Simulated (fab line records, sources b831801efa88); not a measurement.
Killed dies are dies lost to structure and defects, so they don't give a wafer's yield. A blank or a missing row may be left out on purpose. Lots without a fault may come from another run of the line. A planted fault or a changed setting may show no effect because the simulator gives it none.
fab line records | flow sky130
record lots=13 wafers=38 last_day=50
route steps=708 shown METAL2@487
lots that met no fault: from a run of the same line without faults
start_h: hours from the record's first day to the start of the lot's first wafer shown | wait_h: hours since the lot's step before | " the same as in the row above | L1.1+2: a row that stands for several wafers | - no value, or no start given | * or withheld: withheld | < > ~ a bound
route shown NAME@n: a module of which the file shows steps, and the number in the route of the first | usual: mean/standard deviation of fault-free wafers | same: alike in all rows | chamber/n: place in a boat | sites: the reading at each site | _std_site: their standard deviation | _edge_site: outer sites' mean less inner sites' | radius_mm: how far each site lies from the wafer's centre | mask NAME#n: copy n | behind: the tool/chamber that last shaped the wafer | hold: why the lot was held/for how many hours/how that ended | device: the transistor (n, p or np) that didn't switch | end of line: the same wafers' tests at the end of the route | a step without rows: its recipe alone | killed: dies lost to structure and defects at the first sort, not the wafer's yield | map: a wafer's dies, x killed, . not, _ none there
set.NAME: the setting as run; set.NAME@STEP: as run at that earlier step | model.NAME: the simulator's own value behind a step, which no gauge read
steps of the route over a sample of lots; a table a step, a row a wafer
services: from which hour (start_h, from the record's first day; less than 0 if before it) a tool's chamber was out of use, for how many hours, and why
## steps
# step SKY_METAL2_SPUTTER_04
# recipe material=TiN target_thk_nm=70 power_w=6500 time_s=58.3 chamber_pressure_pa=0.4
# usual throttle_valve_pct=29.9/1.1
# same time_s=58.3
# columns lot.wafer tool chamber start_h wait_h throttle_valve_pct
L615.1 pvd_sputter-02 - 791.12 0.0 30.5
L615.5 " - " " 29.9
L615.6 " - " " 29.6
L616.2 pvd_sputter-01 - 799.28 0.0 29.6
L616.3 " - " " 28.8
L616.4 " - " " 29.9
L617.3 pvd_sputter-02 - 811.47 0.0 30.2
L617.4 " - " " 29.8
L617.6 " - " " 31.0
L620.1 pvd_sputter-04 - 828.74 0.0 32.3
L620.3 " - " " 30.1
L620.5 " - " " 30.4
L624.1 pvd_sputter-01 - 857.51 0.0 29.4
L624.6 " - " " 29.3
L629.4 pvd_sputter-04 - 897.38 0.0 28.8
L629.5 " - " " 28.1
L629.6 " - " " 30.1
L630.1 pvd_sputter-04 - 902.99 0.0 27.8
L630.2 " - " " 32.4
L630.3 " - " " 29.1
L633.2 pvd_sputter-04 - 925.67 0.0 28.2
L633.4 " - " " 29.2
L633.6 " - " " 28.3
L634.2 pvd_sputter-02 - 936.20 0.0 29.5
L634.4 " - " " 29.6
L634.6 " - " " 31.2
L635.2 pvd_sputter-04 - 937.70 0.0 29.1
L635.3 " - " " 30.5
L635.5 " - " " 32.8
L636.1 pvd_sputter-01 - 939.32 0.0 30.5
L636.3 " - " " 29.6
L636.4 " - " " 28.7
L637.1 pvd_sputter-04 - 946.91 0.0 30.2
L637.3 " - " " 28.9
L637.5 " - " " 28.0
L638.1 pvd_sputter-01 - 952.90 0.0 29.6
L638.2 " - " " 29.4
L638.6 " - " " 29.7
# step SKY_METAL2_OVL_MEAS_16
# usual METAL2_OVL=-1/5.3
# columns lot.wafer tool chamber start_h wait_h METAL2_OVL[nm]
L615.1 overlay-01 - 816.77 0.1 -8
L615.5 " - " " -1
L615.6 " - " " -4
L616.2 overlay-01 - 825.16 0.1 -10
L616.3 " - " " -10
L616.4 " - " " -4
L617.3 overlay-01 - 837.34 0.1 1
L617.4 " - " " 2
L617.6 " - " " 4
L620.1 overlay-01 - 855.21 0.1 -1
L620.3 " - " " 8
L620.5 " - " " 1
L624.1 overlay-02 - 883.53 0.1 -2
L624.6 " - " " -2
L629.4 overlay-01 - 921.98 0.1 -3
L629.5 " - " " -10
L629.6 " - " " 3
L630.1 overlay-01 - 927.77 0.1 -6
L630.2 " - " " -7
L630.3 " - " " 2
L633.2 overlay-02 - 950.13 0.1 2
L633.4 " - " " 2
L633.6 " - " " 1
L634.2 overlay-01 - 961.13 0.1 1
L634.4 " - " " 0
L634.6 " - " " -5
L635.2 overlay-01 - 962.37 0.1 1
L635.3 " - " " -4
L635.5 " - " " 1
L636.1 overlay-02 - 963.43 0.1 -8
L636.3 " - " " -2
L636.4 " - " " -5
L637.1 overlay-01 - 970.61 0.1 -2
L637.3 " - " " -13
L637.5 " - " " -3
L638.1 overlay-01 - 975.81 0.1 1
L638.2 " - " " 6
L638.6 " - " " 1
# step SKY_METAL2_ETCH_18
# recipe chemistry=N2/H2 target=BARC ion_energy_ev=200 bias_w=100 pressure_mtorr=30 n2_flow_sccm=100 h2_flow_sccm=200 icp_w=500 stop_on=SiO2 time_s=45.9 target_depth_a=600
# usual chamber_pressure_mTorr=30.000/0.026 drypump_motor_current_A=5.6/0.39 oes_product_au=0.855/0.004 throttle_valve_pct=13.225/0.0089
# same time_s=45.9
# columns lot.wafer tool chamber start_h wait_h chamber_pressure_mTorr drypump_motor_current_A oes_product_au rf_hours_counter_h throttle_valve_pct
L615.1 rie_metal-01 1 816.87 0.1 30.023 5.8 0.855 17 13.230
L615.5 " 1 " " 30.003 5.8 0.855 - 13.230
L615.6 " 1 " " 30.028 5.8 0.846 - 13.223
L616.2 rie_metal-01 1 825.28 0.1 30.020 5.8 0.862 - 13.224
L616.3 " 1 " " 29.963 5.7 0.849 - 13.238
L616.4 " 1 " " 30.031 5.7 0.864 - 13.231
L617.3 rie_metal-02 1 837.41 0.0 29.986 5.2 0.855 - 13.218
L617.4 " 0 " " 29.987 5.8 0.857 - 13.232
L617.6 " 0 " " 30.023 5.8 0.855 - 13.229
L620.1 rie_metal-01 0 855.28 0.0 30.012 4.9 0.856 6 13.212
L620.3 " 0 " " 29.987 4.9 0.857 - 13.241
L620.5 " 0 " " 30.004 5.0 0.854 - 13.222
L624.1 rie_metal-02 0 883.60 0.0 29.980 5.8 0.860 4 13.233
L624.6 " 0 " " 30.033 5.8 0.856 - 13.239
L629.4 rie_metal-03 0 922.05 0.0 30.007 5.8 0.854 - 13.231
L629.5 " 0 " " 29.977 5.8 0.852 - 13.227
L629.6 " 1 " " 29.992 6.2 0.858 - 13.225
L630.1 rie_metal-01 0 927.84 0.0 30.003 4.9 0.857 9 13.236
L630.2 " 1 " " 29.974 5.8 0.855 2 13.238
L630.3 " 1 " " 29.985 5.7 0.860 - 13.205
L633.2 rie_metal-03 0 950.19 0.0 29.976 5.7 0.851 10 13.221
L633.4 " 1 " " 29.990 6.2 0.856 - 13.220
L633.6 " 1 " " 30.061 6.2 0.849 - 13.226
L634.2 rie_metal-03 1 961.19 0.0 29.992 6.2 0.856 13 13.220
L634.4 " 0 " " 29.991 5.7 0.859 - 13.216
L634.6 " 0 " " 30.010 5.7 0.855 - 13.234
L635.2 rie_metal-02 1 962.43 0.0 30.038 5.2 0.854 1 13.223
L635.3 " 0 " " 29.968 5.8 0.851 - 13.209
L635.5 " 0 " " 30.015 5.9 0.852 - 13.233
L636.1 rie_metal-01 1 963.49 0.0 29.994 5.7 0.851 4 13.217
L636.3 " 0 " " 30.047 4.9 0.859 - 13.216
L636.4 " 1 " " 30.005 5.7 0.859 - 13.222
L637.1 rie_metal-02 0 970.68 0.0 30.007 5.8 0.853 9 13.235
L637.3 " 1 " " 29.990 5.2 0.859 - 13.240
L637.5 " 0 " " 29.990 5.8 0.860 - 13.209
L638.1 rie_metal-01 0 975.88 0.0 29.988 4.9 0.852 12 13.215
L638.2 " 1 " " 29.979 5.7 0.847 5 13.231
L638.6 " 1 " " 29.952 5.7 0.848 - 13.226
# step SKY_METAL2_METAL_ETCH_19
# recipe target_depth_a=3600 stop_on=SiO2 over_etch_frac=0.3 time_s=78 chemistry=Cl2/BCl3 resist_sidewall_deg=88 pressure_mtorr=10 icp_w=900 bias_w=48.5 Cl2_flow_sccm=60 bcl3_flow_sccm=30
# usual chamber_pressure_mTorr=10.000/0.0092 drypump_motor_current_A=5.6/0.39 oes_product_au=0.852/0.0057 throttle_valve_pct=22.264/0.0095
# same time_s=78
# columns lot.wafer tool chamber start_h wait_h chamber_pressure_mTorr drypump_motor_current_A oes_product_au rf_hours_counter_h throttle_valve_pct
L615.1 rie_metal-01 1 817.00 0.1 10.001 5.7 0.861 17 22.266
L615.5 " 1 " " 9.994 5.7 0.851 - 22.257
L615.6 " 1 " " 10.013 5.7 0.854 - 22.274
L616.2 rie_metal-01 1 825.41 0.1 10.009 5.8 0.855 - 22.259
L616.3 " 1 " " 9.997 5.7 0.847 - 22.270
L616.4 " 1 " " 9.986 5.8 0.844 - 22.271
L617.3 rie_metal-02 1 837.49 0.1 9.998 5.2 0.862 - 22.274
L617.4 " 0 " " 9.976 5.8 0.847 - 22.263
L617.6 " 0 " " 10.002 5.8 0.864 - 22.274
L620.1 rie_metal-01 0 855.34 0.0 10.011 4.9 0.858 6 22.262
L620.3 " 0 " " 10.010 4.9 0.852 - 22.270
L620.5 " 0 " " 10.006 4.9 0.845 - 22.282
L624.1 rie_metal-02 0 883.69 0.1 9.993 5.8 0.743 4 22.248
L624.6 " 0 " " 9.996 5.8 0.740 - 22.256
L629.4 rie_metal-03 0 922.12 0.1 10.004 5.7 0.854 - 22.271
L629.5 " 0 " " 10.003 5.7 0.858 - 22.272
L629.6 " 1 " " 10.005 6.2 0.858 - 22.271
L630.1 rie_metal-01 0 927.90 0.0 10.001 4.9 0.855 9 22.254
L630.2 " 1 " " 9.991 5.7 0.862 2 22.261
L630.3 " 1 " " 10.007 5.7 0.855 - 22.273
L633.2 rie_metal-03 0 950.26 0.0 9.996 5.7 0.853 10 22.276
L633.4 " 1 " " 9.997 6.2 0.850 - 22.261
L633.6 " 1 " " 9.988 6.2 0.857 - 22.267
L634.2 rie_metal-03 1 961.26 0.0 10.002 6.2 0.852 13 22.251
L634.4 " 0 " " 10.012 5.8 0.863 - 22.269
L634.6 " 0 " " 9.990 5.7 0.853 - 22.257
L635.2 rie_metal-02 1 962.49 0.0 10.006 5.2 0.844 1 22.272
L635.3 " 0 " " 9.995 5.8 0.848 - 22.264
L635.5 " 0 " " 9.981 5.8 0.850 - 22.271
L636.1 rie_metal-01 1 963.56 0.0 10.008 5.8 0.834 4 22.268
L636.3 " 0 " " 10.009 4.9 0.849 - 22.256
L636.4 " 1 " " 10.004 5.7 0.856 - 22.265
L637.1 rie_metal-02 0 970.74 0.0 10.001 5.8 0.854 9 22.249
L637.3 " 1 " " 10.005 5.2 0.860 - 22.243
L637.5 " 0 " " 10.000 5.8 0.856 - 22.256
L638.1 rie_metal-01 0 975.94 0.0 10.003 4.9 0.845 12 22.266
L638.2 " 1 " " 10.006 5.7 0.846 5 22.279
L638.6 " 1 " " 9.991 5.7 0.859 - 22.260
# step SKY_METAL2_STRIP_20
# recipe chemistry=O2/N2 power_w=1400 pressure_mtorr=1500 platen_temp_c=withheld o2_flow_sccm=3000 n2_flow_sccm=300 overash_fraction=0.5
# usual chamber_pressure_mTorr=1500.0/1.4 drypump_motor_current_A=5.6/0.45 oes_product_au=0.344/0.0048 strip_time_to_endpoint_s=2.73/0.034
# columns lot.wafer tool chamber start_h wait_h chamber_pressure_mTorr drypump_motor_current_A oes_product_au rf_hours_counter_h strip_time_to_endpoint_s
L615.1 plasma_asher-03 1 817.18 0.1 1499.8 5.0 0.338 73 2.72
L615.5 " 0 " " 1499.8 6.1 0.348 - 2.71
L615.6 " 1 " " 1500.8 4.9 0.338 - 2.66
L616.2 plasma_asher-03 1 825.56 0.1 1500.7 4.9 0.342 74 2.69
L616.3 " 0 " " 1500.9 6.1 0.339 - 2.68
L616.4 " 1 " " 1499.2 5.0 0.337 - 2.66
L617.3 plasma_asher-03 0 837.58 0.1 1499.4 6.1 0.341 - 2.77
L617.4 " 1 " " 1499.1 5.0 0.337 - 2.79
L617.6 " 0 " " 1502.6 6.1 0.344 - 2.78
L620.1 plasma_asher-04 0 855.43 0.1 1499.4 5.4 0.347 43 2.76
L620.3 " 0 " " 1500.2 5.4 0.342 - 2.76
L620.5 " 0 " " 1501.7 5.4 0.343 - 2.75
L624.1 plasma_asher-04 1 883.81 0.1 1497.4 5.3 0.386 46 3.75
L624.6 " 0 " " 1499.8 5.4 0.393 - 3.76
L629.4 plasma_asher-03 1 922.21 0.1 1498.4 5.0 0.352 - 2.77
L629.5 " 0 " " 1496.7 6.1 0.342 - 2.78
L629.6 " 1 " " 1498.0 5.0 0.345 - 2.70
L630.1 plasma_asher-03 0 927.99 0.1 1497.0 6.1 0.351 84 2.72
L630.2 " 1 " " 1500.7 5.0 0.338 84 2.70
L630.3 " 0 " " 1500.3 6.1 0.348 - 2.72
L633.2 plasma_asher-01 0 950.35 0.1 1501.2 5.9 0.348 21 2.72
L633.4 " 1 " " 1499.0 5.7 0.345 - 2.74
L633.6 " 0 " " 1497.6 5.9 0.344 - 2.74
L634.2 plasma_asher-04 1 961.35 0.1 1500.8 5.3 0.344 53 2.79
L634.4 " 1 " " 1497.9 5.3 0.342 - 2.74
L634.6 " 1 " " 1499.2 5.3 0.345 - 2.72
L635.2 plasma_asher-03 0 962.58 0.1 1502.5 6.1 0.342 88 2.71
L635.3 " 1 " " 1501.0 5.0 0.351 - 2.74
L635.5 " 0 " " 1500.4 6.1 0.344 - 2.75
L636.1 plasma_asher-03 0 963.65 0.1 1500.0 6.1 0.340 88 2.64
L636.3 " 0 " " 1498.0 6.1 0.340 - 2.68
L636.4 " 1 " " 1501.5 5.0 0.344 - 2.68
L637.1 plasma_asher-04 0 970.83 0.1 1497.7 5.4 0.346 54 2.77
L637.3 " 1 " " 1500.0 5.3 0.339 - 2.72
L637.5 " 0 " " 1499.0 5.5 0.348 - 2.76
L638.1 plasma_asher-03 1 976.03 0.1 1496.4 4.9 0.344 89 2.70
L638.2 " 0 " " 1498.9 6.1 0.339 89 2.67
L638.6 " 0 " " 1500.1 6.2 0.350 - 2.70
## services
# columns tool chamber start_h hours kind
plasma_asher-04 - 791.74 1.2 repair
rie_metal-01 0 797.48 52.8 repair
rie_metal-01 - 809.35 2.8 pm
pvd_sputter-02 - 825.14 1.9 repair
pvd_sputter-02 - 858.25 2.8 repair
rie_metal-01 1 860.93 - clean
rie_metal-01 1 860.93 18.2 scheduled_down
rie_metal-01 1 860.93 18.2 vent_cycle
pvd_sputter-02 - 872.79 3.7 repair
rie_metal-01 0 877.50 3.4 repair
rie_metal-01 - 883.99 6.0 repair
plasma_asher-04 - 889.64 0.5 repair
pvd_sputter-02 0 921.81 - consumable_replace:kit
pvd_sputter-02 0 921.81 18.0 scheduled_down
pvd_sputter-02 0 921.81 18.0 vent_cycle
rie_metal-02 1 927.69 - clean
rie_metal-02 1 927.69 17.4 scheduled_down
rie_metal-02 1 927.69 17.4 vent_cycle
pvd_sputter-04 1 945.45 - consumable_replace:kit
pvd_sputter-04 1 945.45 18.0 scheduled_down
pvd_sputter-04 1 945.45 18.0 vent_cycle
plasma_asher-01 - 964.92 2.0 repair
## key
first_sign step=SKY_METAL2_METAL_ETCH_19 reading=oes_product_au direction=down sigmas=19 usual=0.852 struck=0.741
effect step=SKY_METAL2_STRIP_20 reading=strip_time_to_endpoint_s direction=up sigmas=30 usual=* struck=*
met_at SKY_METAL2_METAL_ETCH_19
struck_lots L624
struck_wafers L624.1,L624.6
later_rows_left_out L624.1,L624.6
sort_left_out L624.1,L624.6
not_acting_at SKY_METAL2_SPUTTER_04,SKY_METAL2_OVL_MEAS_16,SKY_METAL2_ETCH_18
onset_between 837.49 883.69
fault kind=process_parameter_drift tool=rie_metal-02 chamber=- onset_h=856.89 steps=SKY_METAL2_METAL_ETCH_19 channel=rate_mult offset=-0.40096 shape=step end_h=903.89 scope=struck_wafers_only
# sort_left_out: the simulated sort isn't trusted on such a fault, so these wafers' sort isn't shown, and their yield isn't known
# later_rows_left_out: the simulator's readings of these wafers behind a module that went badly wrong aren't trusted and aren't shown, but for the sort
